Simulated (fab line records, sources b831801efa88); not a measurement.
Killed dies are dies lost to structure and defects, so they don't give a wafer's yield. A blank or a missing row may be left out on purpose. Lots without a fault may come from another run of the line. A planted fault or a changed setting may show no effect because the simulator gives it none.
Which tool did it? | flow sfq_line | 13 lots, 38 wafers sampled, at 3 steps of a route of 325

WHAT THE GAUGES READ, wafer by wafer
SFQ_I5_OVL_MEAS_936. Usual: I5_OVL 1 nm, standard deviation 5.7.
lot  | measured     | on         | I5_OVL (nm) | flag
L810 | day 58 11:59 | overlay-01 | -11 4 -12   |
L811 | day 58 17:59 | overlay-01 | -1 7 -3     |
L812 | day 58 20:22 | overlay-01 | -6 1 -3     |
L813 | day 58 23:58 | overlay-01 | 3 4 -1      |
L814 | day 59 02:22 | overlay-01 | 2 2 0       |
L815 | day 59 23:38 | overlay-01 | -1 -5 -4    |
L816 | day 67 22:06 | overlay-02 | -5 -10 -10  |
L817 | day 67 23:18 | overlay-02 | -1 -1 0     |
L818 | day 68 03:00 | overlay-01 | 7 3 4       |
L820 | day 68 15:00 | overlay-01 | -11 -6 -8   |
L821 | day 68 20:33 | overlay-02 | 11 3 9      |
L822 | day 68 21:45 | overlay-02 | 9 6 3       |
L828 | day 71 00:10 | overlay-02 | -8 -7       |

SFQ_I6_OVL_MEAS_942. Usual: I6_OVL 0 nm, standard deviation 5.2.
lot  | measured     | on         | I6_OVL (nm) | flag
L810 | day 68 07:14 | overlay-02 | -3 0 5      |
L811 | day 68 14:26 | overlay-02 | -2 -1 2     |
L812 | day 68 16:49 | overlay-02 | 0 -5 2      |
L813 | day 68 20:25 | overlay-01 | -5 0 -4     |
L814 | day 69 04:49 | overlay-01 | -3 0 4      |
L815 | day 69 18:01 | overlay-01 | -1 0 -1     |
L816 | day 72 19:19 | overlay-02 | 5 9 7       |
L817 | day 72 21:00 | overlay-02 | -4 -4 -4    |
L818 | day 73 00:02 | overlay-01 | -14 -1 -15  |
L820 | day 73 14:56 | overlay-02 | 2 9 3       |
L821 | day 73 20:56 | overlay-02 | 11 7 8      |
L822 | day 73 23:20 | overlay-02 | 18 9 8      |
L828 | day 79 11:58 | overlay-01 | -6 2        |

WHICH TOOL RAN EACH LOT (tool, then ch and the chambers of the sampled wafers, then the start)
lot  | SFQ_TRILAYER_I6_CMP_CMP_166
L810 | cmp-01 ch 0,1, day 63 10:57
L811 | cmp-01 ch 2,3, day 63 19:27
L812 | cmp-02 ch 0,2, day 63 21:45
L813 | cmp-01 ch 0,2,3, day 64 01:27
L814 | cmp-01 ch 0,2, day 64 07:57
L815 | cmp-02 ch 0,1, day 64 23:12
L816 | cmp-02 ch 0,2,3, day 72 13:38
L817 | cmp-01 ch 1,2, day 72 14:56
L818 | cmp-01 ch 0,2,3, day 72 18:26
L820 | cmp-02 ch 0,2, day 73 06:25
L821 | cmp-01 ch 0,2,3, day 73 10:03
L822 | cmp-01 ch 0,2,3, day 73 13:33
L828 | cmp-02 ch 1,2, day 76 05:25
- SFQ_TRILAYER_I6_CMP_CMP_166: polishes SiO2.

WHAT THE TOOLS THEMSELVES READ (means of the sampled wafers that have a number; where no wafer has one, the mark that the record gives instead)
SFQ_TRILAYER_I6_CMP_CMP_166. Usual: motor_current_A 10.6 A, standard deviation 0.56; time_to_endpoint_s 213 s, standard deviation 6.7.
lot  | tool   | motor_current_A (A) | time_to_endpoint_s (s) | flag
L810 | cmp-01 | 10.6                | 228                    |
L811 | cmp-01 | 10.8                | 214                    |
L812 | cmp-02 | 10.4                | 214                    |
L813 | cmp-01 | 10.7                | 218                    |
L814 | cmp-01 | 10.6                | 214                    |
L815 | cmp-02 | 9.9                 | 212                    |
L816 | cmp-02 | 10.8                | 211                    |
L817 | cmp-01 | 10.7                | 225                    |
L818 | cmp-01 | 10.7                | 215                    |
L820 | cmp-02 | 10.9                | 216                    |
L821 | cmp-01 | 10.5                | 207                    |
L822 | cmp-01 | 10.9                | 210                    |
L828 | cmp-02 | 10.7                | 209                    |

THE ANSWER, worked out from the rows above alone
Rule: a lot is off if the mean of its wafers that have a number lies more than 3 standard deviations from the usual mean. A lot without any number at a reading at which 4 lots or more have one is off too. The other lots that the step has rows for count as sound. The gauges are gone through in route order, then the tools' own readings, and for those a lot's mean is taken as printed above. The first step at which some lot is off is used, and at that step the reading that is off furthest; a lot without a number counts as furthest.
No lot is off at any reading shown: from this, nothing can be told.

WHAT THE SIMULATOR HAD PUT IN
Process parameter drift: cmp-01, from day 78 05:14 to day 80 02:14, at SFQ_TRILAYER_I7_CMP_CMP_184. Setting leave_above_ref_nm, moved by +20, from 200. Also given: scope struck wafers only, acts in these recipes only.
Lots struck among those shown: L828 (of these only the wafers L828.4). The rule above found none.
